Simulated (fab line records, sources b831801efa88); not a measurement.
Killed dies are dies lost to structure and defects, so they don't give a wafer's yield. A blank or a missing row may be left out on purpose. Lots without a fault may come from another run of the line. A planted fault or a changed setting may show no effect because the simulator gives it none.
A struck lot beside a sound one | flow gf180mcu | 14 steps out of a route of 602
Sound: wafers L572.1, L572.2, L572.5. Struck: wafers L577.4, L577.5, L577.6. The cause comes at the end.
At each step with rows: each side's tool, then ch and its chambers, then its first start. Under that, the readings that differ: sound wafers | struck wafers | difference of the means | sigmas: that difference in standard deviations of wafers without a fault.
alike: readings whose means differ by less than 2 such deviations, and words and numbers that are the same on both sides. not compared: withheld readings, readings that some wafer has no value for, bounds like >300 that may hide the same value, and numbers for which the record gives no deviation and whose values overlap.
The two part at a step that has a row with sigmas, a row that says differs or no value, or rows on one side only. Numbers that don't overlap but have no deviation are shown without sigmas and don't part them. A reading that every wafer of one side lacks parts them only if that side has two wafers or more.

first, 1 step without rows for these wafers: GF_V2_CVD_00 (deposits SiO2, target thk 600 nm, time 100 s).
GF_V2_THK_MEAS_01:
  sound on film_metro-02, day 21 09:38; struck on film_metro-04, day 23 08:22
  alike: V2_CVD_00_THK
GF_V2_CVD_02: deposits SiO2 from TEOS, target thk 850 nm, time 94.851 s.
  sound on pecvd-03 ch 1,2, day 21 09:41; struck on pecvd-03 ch 0,1,2, day 23 08:26
  alike: heater_power_w
GF_V2_THK_MEAS_03:
  sound on film_metro-01, day 21 09:48; struck on film_metro-02, day 23 08:30
  alike: V2_CVD_02_THK
GF_V2_CMP_04: polishes SiO2.
  sound on cmp-01 ch 1,2,3, day 21 09:52; struck on cmp-01 ch 0,1,2, day 23 08:41
  alike: motor_current_A, retaining_ring_pressure_frac, time_to_endpoint_s
GF_V2_BOW_MEAS_05:
  sound on film_metro-02, day 21 10:10; struck on film_metro-04, day 23 08:53
  alike: V2_BOW
then, 6 steps without rows for these wafers: GF_V2_DEHYDRATE_06 (time 60 s); GF_V2_HMDS_07 (prime time 60 s); GF_V2_COAT_08; GF_V2_COAT_09 (resist thk 1000 nm); GF_V2_SOFTBAKE_10 (time 60 s); GF_V2_EXPOSE_11 (exposes mask Via2, target cd 260 nm).
GF_V2_PEB_12: peb time 90 s.
  sound on litho_track-02 ch 0, day 22 09:01; struck on litho_track-04, day 24 07:46
  no value came back on the struck wafers for chill_plate_temp_C (C), exhaust_pa (Pa); on the sound wafers chill_plate_temp_C (C) reads 23.03 22.89 22.99
then, 1 step without rows for these wafers: GF_V2_DEVELOP_13 (develop time 60 s).

WHERE THEY PART
Only at GF_V2_PEB_12, within this record.

WHY: what the simulator had put in
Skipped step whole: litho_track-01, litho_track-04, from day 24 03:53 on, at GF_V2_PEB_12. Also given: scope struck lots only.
